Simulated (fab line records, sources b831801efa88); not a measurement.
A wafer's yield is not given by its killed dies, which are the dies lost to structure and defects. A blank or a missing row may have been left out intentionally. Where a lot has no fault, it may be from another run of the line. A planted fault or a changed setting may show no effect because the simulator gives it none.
Matching of chambers + flow sky130 + SKY_PASSIVATION_ETCH_11 on rieDiel-01: 4 sister chambers
The step etches the open film in CF4/O2, stops on AlCu, target depth 725 nm, time 161.1 s. 4 wafers are shown with their chamber, then 10 later ones without.

## WAFERS PAIRED WITH THEIR CHAMBERS
| wafer  | chamber | drypumpMotorCurrentA (A) |
|--------|---------|--------------------------|
| L085.2 | 1       | 5.4                      |
| L093.3 | 0       | 5.0                      |
| L094.2 | 2       | 5.9                      |
| L094.3 | 3       | 6.2                      |

## WAFERS WHOSE CHAMBER IS MISSING
| wafer  | drypumpMotorCurrentA (A) |
|--------|--------------------------|
| L094.4 | 5.4                      |
| L095.2 | 5.0                      |
| L095.5 | 6.1                      |
| L095.6 | 5.0                      |
| L096.4 | 5.0                      |
| L096.5 | 5.0                      |
| L096.6 | 6.2                      |
| L097.1 | 5.0                      |
| L097.3 | 6.2                      |
| L097.6 | 5.4                      |

## WHICH CHAMBER EACH WENT THROUGH
| wafer  | from the rows above | in truth |
|--------|---------------------|----------|
| L094.4 | 1                   | 1        |
| L095.2 | 0                   | 0        |
| L095.5 | 3                   | 3        |
| L095.6 | 0                   | 0        |
| L096.4 | 0                   | 0        |
| L096.5 | 0                   | 0        |
| L096.6 | 3                   | 3        |
| L097.1 | 0                   | 0        |
| L097.3 | 3                   | 3        |
| L097.6 | 1                   | 1        |
Placed correctly: 10 of 10. Can't be placed from these rows: 0. Number placed wrongly: 0.
How it was worked out, from the rows above alone: a wafer's distance from a chamber is the root of the sum, over the readings, of the square of ((its reading less the chamber's mean) divided by the reading's scatter). The wafer belongs to the nearest chamber; if the next one is less than 2 further off, it can't be placed. For every chamber, the mean is computed from those of its wafers that are shown. The scatter (one wafer shown for each chamber): square how far every hidden wafer sits from the nearest shown wafer, average those squares and take the square root.
